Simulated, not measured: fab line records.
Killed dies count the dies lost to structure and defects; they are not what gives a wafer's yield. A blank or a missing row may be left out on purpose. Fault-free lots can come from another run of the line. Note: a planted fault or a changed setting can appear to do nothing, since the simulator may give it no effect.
fab line records -- flow sky130
record: lots: 7, wafers: 21, lastDay: 50
route steps=708 shown METAL5@677 PASSIVATION@681
lots that met no fault: from a run of the same line without faults
startH: hours from the record's first day to the start of the lot's first wafer shown -- waitH: how many hours have passed since the lot's step before this one -- " as in the row above -- L1.1+2: a single row standing in for several wafers -- - no value present, or no start provided -- * or withheld: withheld -- < > ~ a bound
route shown NAME@n: a module of which the file shows steps, and the number in the route of the first -- usual: mean/standard deviation taken from wafers without a fault -- same: alike in all rows -- chamber/n: place in a boat -- sites: readings site by site -- _std_site: how widely they spread, as a standard deviation -- _edge_site: the outer-site mean with the inner-site mean subtracted -- radiusMm: for every site, how far away it sits from the centre of the wafer -- mask NAME#n: copy n -- behind: the most recent tool/chamber to have shaped the wafer -- hold: why the lot went on hold/how many hours it stayed there/how the hold came to an end -- device: names the non-switching transistor (n, p or np) -- end of line: tests of these same wafers at the route's end -- for a step that has no rows: nothing shown but its recipe -- killed: dies lost to structure and defects at the first sort, not the wafer's yield -- map: shows each die of a wafer: x if killed, . if not, _ if none is there
set.NAME: setting as actually run; set.NAME@STEP: the setting as run at that earlier step -- model.NAME: the simulator's own value behind a step, which no gauge read
lots seen at some steps along the route; tables by step, rows by wafer
services: a tool's chamber out of use, with start hour (startH, from the record's first day; less than 0 if before it), hours out, and reason
== steps ==
step: SKY_METAL5_STRIP_16
recipe: chemistry: O2/N2, powerW: 1400, pressureMtorr: 1500, platenTempC: withheld, o2FlowSccm: 3000, n2FlowSccm: 300, overashFraction: 0.5
usual: chamberPressureMTorr: 1500.1/1.4, drypumpMotorCurrentA: 5.86/0.17, oesProductAu: 0.710/0.0049, stripTimeToEndpointS: 13.06/0.12
same: overashFraction: 0.5
lot.wafer,tool,chamber,startH,waitH,chamberPressureMTorr,drypumpMotorCurrentA,oesProductAu,rfHoursCounterH,stripTimeToEndpointS
L149.1,plasmaAsher-04,1,1058.04,0.2,1498.9,5.90,0.712,91,13.16
L149.3,plasmaAsher-04,1,1058.04,0.2,1500.1,5.91,0.711,-,13.14
L149.4,plasmaAsher-04,0,1058.04,0.2,1498.7,5.92,0.707,-,13.11
L160.1,plasmaAsher-04,1,1122.04,0.2,1499.5,5.91,0.709,97,13.02
L160.4,plasmaAsher-04,1,1122.04,0.2,1501.3,5.93,0.717,-,13.02
L160.6,plasmaAsher-04,1,1122.04,0.2,1498.6,5.89,0.720,-,12.94
L161.3,plasmaAsher-04,0,1125.88,0.1,1498.5,5.92,0.709,-,13.16
L161.5,plasmaAsher-04,1,1125.88,0.1,1501.2,5.92,0.713,-,13.00
L161.6,plasmaAsher-04,0,1125.88,0.1,1499.4,5.89,0.706,-,13.14
L162.2,plasmaAsher-02,0,1128.83,0.2,1502.1,5.68,0.708,38,13.14
L162.4,plasmaAsher-02,0,1128.83,0.2,1498.6,5.70,0.717,-,13.02
L162.6,plasmaAsher-02,0,1128.83,0.2,1500.7,5.70,0.708,-,13.23
L163.1,plasmaAsher-02,1,1132.49,0.2,1502.2,5.90,0.717,39,13.21
L163.2,plasmaAsher-02,0,1132.49,0.2,1500.3,5.71,0.703,39,12.93
L163.6,plasmaAsher-02,0,1132.49,0.2,1499.0,5.70,0.712,-,13.20
L164.3,plasmaAsher-02,1,1147.63,0.1,1501.2,5.90,0.700,-,13.18
L164.4,plasmaAsher-02,0,1147.63,0.1,1498.5,5.70,0.700,-,13.16
L164.6,plasmaAsher-02,1,1147.63,0.1,1500.2,5.91,0.711,-,13.24
L166.1,plasmaAsher-04,0,1169.22,0.2,1496.8,5.93,0.706,102,12.90
L166.2,plasmaAsher-04,1,1169.22,0.2,1496.7,5.91,0.707,102,13.15
L166.4,plasmaAsher-04,1,1169.22,0.2,1501.0,5.92,0.715,-,13.21
step: SKY_METAL5_STRIP_17
recipe: chemistry: postEtchResidueRemover, timeS: 1200, tempC: 72.5
step: SKY_METAL5_CLEAN_18
recipe: chemistry: IPA, timeS: 180, tempC: 25
step: SKY_METAL5_CLEAN_19
recipe: chemistry: O3/DIW, dry: n2Spin
step: SKY_PASSIVATION_CVD_00
recipe: material: SiO2, targetThkNm: 90, tempC: 400, timeS: withheld, rfW: 600
usual: heaterPowerW: 679/92
lot.wafer,tool,chamber,startH,waitH,heaterPowerW
L149.1,pecvd-04,1,1058.67,0.0,613
L149.3,pecvd-04,2,1058.67,0.0,739
L149.4,pecvd-04,1,1058.67,0.0,615
L160.1,pecvd-04,0,1122.68,0.0,564
L160.4,pecvd-04,0,1122.68,0.0,556
L160.6,pecvd-04,1,1122.68,0.0,705
L161.3,pecvd-01,0,1126.47,0.0,758
L161.5,pecvd-01,1,1126.47,0.0,587
L161.6,pecvd-01,2,1126.47,0.0,618
L162.2,pecvd-01,0,1129.42,0.0,717
L162.4,pecvd-01,0,1129.42,0.0,701
L162.6,pecvd-01,2,1129.42,0.0,705
L163.1,pecvd-03,1,1133.12,0.0,587
L163.2,pecvd-03,2,1133.12,0.0,750
L163.6,pecvd-03,2,1133.12,0.0,752
L164.3,pecvd-04,1,1148.19,0.0,699
L164.4,pecvd-04,1,1148.19,0.0,716
L164.6,pecvd-04,0,1148.19,0.0,686
L166.1,pecvd-01,2,1169.81,0.0,703
L166.2,pecvd-01,0,1169.81,0.0,750
L166.4,pecvd-01,0,1169.81,0.0,783
step: SKY_PASSIVATION_THK_MEAS_01
recipe: reads: SiO2_of_PASSIVATION_CVD_00
usual: PASSIVATION_CVD_00_THK: 90.3/1.1
lot.wafer,tool,chamber,startH,waitH,PASSIVATION_CVD_00_THK[nm]
L149.1,filmMetro-01,-,1058.70,-,89.9
L149.3,filmMetro-01,-,1058.70,-,89.5
L149.4,filmMetro-01,-,1058.70,-,92.1
L160.1,filmMetro-02,-,1122.70,-,90.4
L160.4,filmMetro-02,-,1122.70,-,90.8
L160.6,filmMetro-02,-,1122.70,-,92.4
L161.3,filmMetro-02,-,1126.51,-,90.1
L161.5,filmMetro-02,-,1126.51,-,89.8
L161.6,filmMetro-02,-,1126.51,-,90.2
L162.2,filmMetro-02,-,1129.46,-,89.3
L162.4,filmMetro-02,-,1129.46,-,89.8
L162.6,filmMetro-02,-,1129.46,-,90.5
L163.1,filmMetro-02,-,1133.14,-,88.4
L163.2,filmMetro-02,-,1133.14,-,89.3
L163.6,filmMetro-02,-,1133.14,-,90.7
L164.3,filmMetro-03,-,1148.23,-,89.6
L164.4,filmMetro-03,-,1148.23,-,91.1
L164.6,filmMetro-03,-,1148.23,-,89.7
L166.1,filmMetro-03,-,1169.83,-,89.1
L166.2,filmMetro-03,-,1169.83,-,89.5
L166.4,filmMetro-03,-,1169.83,-,90.4
step: SKY_PASSIVATION_CVD_02
recipe: material: Si3N4, targetThkNm: 540, tempC: 400, timeS: withheld, rfW: 450
usual: heaterPowerW: 745/88
lot.wafer,tool,chamber,startH,waitH,heaterPowerW
L149.1,pecvd-01,2,1058.76,0.1,743
L149.3,pecvd-01,0,1058.76,0.1,785
L149.4,pecvd-01,1,1058.76,0.1,714
L160.1,pecvd-03,0,1122.76,0.1,775
L160.4,pecvd-03,1,1122.76,0.1,586
L160.6,pecvd-03,2,1122.76,0.1,901
L161.3,pecvd-03,2,1126.55,0.0,806
L161.5,pecvd-03,0,1126.55,0.0,731
L161.6,pecvd-03,1,1126.55,0.0,663
L162.2,pecvd-04,0,1129.51,0.0,715
L162.4,pecvd-04,2,1129.51,0.0,820
L162.6,pecvd-04,0,1129.51,0.0,728
L163.1,pecvd-01,1,1133.20,0.1,699
L163.2,pecvd-01,0,1133.20,0.1,824
L163.6,pecvd-01,1,1133.20,0.1,598
L164.3,pecvd-01,0,1148.27,0.0,838
L164.4,pecvd-01,0,1148.27,0.0,685
L164.6,pecvd-01,1,1148.27,0.0,680
L166.1,pecvd-03,0,1169.89,0.1,737
L166.2,pecvd-03,1,1169.89,0.1,625
L166.4,pecvd-03,2,1169.89,0.1,820
step: SKY_PASSIVATION_THK_MEAS_03
recipe: reads: Si3N4_of_PASSIVATION_CVD_02
usual: PASSIVATION_CVD_02_THK: 536/7.1
lot.wafer,tool,chamber,startH,waitH,PASSIVATION_CVD_02_THK[nm]
L149.1,filmMetro-03,-,1058.98,-,533
L149.3,filmMetro-03,-,1058.98,-,546
L149.4,filmMetro-03,-,1058.98,-,548
L160.1,filmMetro-01,-,1122.99,-,523
L160.4,filmMetro-01,-,1122.99,-,539
L160.6,filmMetro-01,-,1122.99,-,534
L161.3,filmMetro-03,-,1126.79,-,534
L161.5,filmMetro-03,-,1126.79,-,535
L161.6,filmMetro-03,-,1126.79,-,543
L162.2,filmMetro-01,-,1129.74,-,533
L162.4,filmMetro-01,-,1129.74,-,543
L162.6,filmMetro-01,-,1129.74,-,543
L163.1,filmMetro-02,-,1133.42,-,527
L163.2,filmMetro-02,-,1133.42,-,530
L163.6,filmMetro-02,-,1133.42,-,544
L164.3,filmMetro-03,-,1148.51,-,535
L164.4,filmMetro-03,-,1148.51,-,540
L164.6,filmMetro-03,-,1148.51,-,542
L166.1,filmMetro-03,-,1170.12,-,527
L166.2,filmMetro-03,-,1170.12,-,534
L166.4,filmMetro-03,-,1170.12,-,533
step: SKY_PASSIVATION_DEHYDRATE_04
recipe: tempC: 200, timeS: 60
step: SKY_PASSIVATION_HMDS_05
recipe: primeTimeS: 60, primeTempC: 120
step: SKY_PASSIVATION_COAT_06
recipe: spinRpm: 2000, resistThkNm: 3000
step: SKY_PASSIVATION_SOFTBAKE_07
recipe: tempC: 110, timeS: withheld
step: SKY_PASSIVATION_EXPOSE_08
recipe: maskId: NSM, targetCdNm: 3000, na: 0.57, doseMj: 260
usual: exposureDoseMJCm2: 260.0/0.31, focusOffsetNm: 0.0/0.56
lot.wafer,tool,chamber,startH,waitH,mask,exposureDoseMJCm2,focusOffsetNm
L149.1,ilineStepper-01,0,1070.39,-,NSM#0,259.9,1.0
L149.3,ilineStepper-01,0,1070.39,-,NSM#0,259.9,0.0
L149.4,ilineStepper-01,0,1070.39,-,NSM#0,260.2,0.1
L160.1,ilineStepper-02,-,1133.07,-,NSM#0,-,-
L160.4,ilineStepper-02,-,1133.07,-,NSM#0,-,-
L160.6,ilineStepper-02,-,1133.07,-,NSM#0,-,-
L161.3,ilineStepper-02,-,1136.40,-,NSM#0,-,-
L161.5,ilineStepper-02,-,1136.40,-,NSM#0,-,-
L161.6,ilineStepper-02,-,1136.40,-,NSM#0,-,-
L162.2,ilineStepper-02,-,1139.57,-,NSM#0,-,-
L162.4,ilineStepper-02,-,1139.57,-,NSM#0,-,-
L162.6,ilineStepper-02,-,1139.57,-,NSM#0,-,-
L163.1,ilineStepper-01,0,1142.98,-,NSM#0,260.0,0.4
L163.2,ilineStepper-01,0,1142.98,-,NSM#0,259.6,0.3
L163.6,ilineStepper-01,0,1142.98,-,NSM#0,259.8,-0.4
L164.3,ilineStepper-02,0,1157.87,-,NSM#0,260.1,-0.8
L164.4,ilineStepper-02,0,1157.87,-,NSM#0,260.2,0.4
L164.6,ilineStepper-02,0,1157.87,-,NSM#0,260.5,0.7
L166.1,ilineStepper-02,0,1177.90,-,NSM#0,259.8,-0.6
L166.2,ilineStepper-02,0,1177.90,-,NSM#0,260.3,-0.7
L166.4,ilineStepper-02,0,1177.90,-,NSM#0,259.6,-0.6
step: SKY_PASSIVATION_PEB_09
recipe: tempC: 115, timeS: withheld
== services ==
tool,chamber,startH,hours,kind
ilineStepper-02,-,1071.56,2.1,pm
ilineStepper-02,-,1073.65,-,consumableReplace:lamp
pecvd-01,-,1086.20,0.3,repair
ilineStepper-02,-,1119.27,4.7,repair
ilineStepper-01,-,1125.75,1.7,pm
ilineStepper-02,-,1127.42,1.7,pm
ilineStepper-01,0,1131.85,-,calibration
pecvd-01,0,1150.00,1.8,repair
pecvd-04,-,1160.42,1.0,repair
== key ==
firstSign: step: SKY_PASSIVATION_EXPOSE_08, reading: toolRecord, direction: missing
effect none on later readings
metAt SKY_PASSIVATION_EXPOSE_08
struckWafers L160.1,L160.4,L160.6,L161.3,L161.5,L161.6,L162.2,L162.4,L162.6
laterRowsLeftOut L160.1,L160.4,L160.6,L161.3,L161.5,L161.6,L162.2,L162.4,L162.6
sortLeftOut L160.1,L160.4,L160.6,L161.3,L161.5,L161.6,L162.2,L162.4,L162.6
fault: kind: skippedStepWhole, tool: ilineStepper-02, chamber: -, onsetH: 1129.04, steps: SKY_PASSIVATION_EXPOSE_08, scope: struckLotsOnly
sortLeftOut: the simulated sort isn't trusted on such a fault, so these wafers' sort isn't shown, and their yield isn't known
laterRowsLeftOut: the simulator's readings of these wafers behind a module that went badly wrong aren't trusted and aren't shown, but for the sort
